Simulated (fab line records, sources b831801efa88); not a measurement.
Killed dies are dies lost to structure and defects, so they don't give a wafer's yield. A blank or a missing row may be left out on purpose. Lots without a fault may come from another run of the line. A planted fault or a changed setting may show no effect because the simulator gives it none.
One fault seen from 2 desks | flow sky130 | each desk has only its own numbers; what lay behind them comes last

THE TOOL OWNER'S DESK: plasma_asher-04
The tool's own readings at SKY_METAL5_STRIP_16 (strips in O2/N2): means of the sampled wafers that have a number, for each lot that ran on this tool. A lot is out of limits, marked OUT, if its mean lies more than 4 standard deviations from the usual mean; the brackets give that distance.
Columns: A = drypump_motor_current_A at SKY_METAL5_STRIP_16, usual 5.6 A; B = oes_product_au at SKY_METAL5_STRIP_16, usual 0.710 a.u.; C = strip_time_to_endpoint_s at SKY_METAL5_STRIP_16, usual 13.03 s
lot  | first seen here | A   | B     | C
L859 | day 44 18:49    | 5.4 | 0.711 | 12.91
L860 | day 44 23:37    | 5.6 | 0.713 | 13.04
L873 | day 48 22:58    | 5.4 | 0.712 | 13.12
L875 | day 49 05:28    | 5.5 | 0.710 | 13.12
This desk's finding: nothing out of limits on any of the 4 lots.

THE METROLOGY DESK
What the gauges read, lot by lot, whatever tool the lot ran on: means of the sampled wafers that have a number. A lot is out of limits, marked OUT, if its mean lies more than 4 standard deviations from the usual mean; the brackets give that distance.
Columns: A = VIA4_OVL at SKY_VIA4_OVL_MEAS_11, usual -0.1 nm
lot  | first seen here | A
L857 | day 43 05:34    | -0.6
L859 | day 43 18:18    | -1.5
L860 | day 43 23:35    | -0.7
L862 | day 45 11:05    | -0.8
L865 | day 46 10:25    | -0.1
L864 | day 46 13:24    | 0.8
L868 | day 46 23:02    | 0.9
L872 | day 47 16:47    | -1.2
L873 | day 48 02:02    | -0.2
L875 | day 48 08:10    | 0.2
L877 | day 48 14:41    | -0.7
L879 | day 48 20:22    | -0.5
This desk's finding: nothing out of limits on any of the 12 lots.

PUT TOGETHER
The tool owner's desk saw nothing out of limits.
The metrology desk saw nothing out of limits.

WHAT THE SIMULATOR HAD PUT IN
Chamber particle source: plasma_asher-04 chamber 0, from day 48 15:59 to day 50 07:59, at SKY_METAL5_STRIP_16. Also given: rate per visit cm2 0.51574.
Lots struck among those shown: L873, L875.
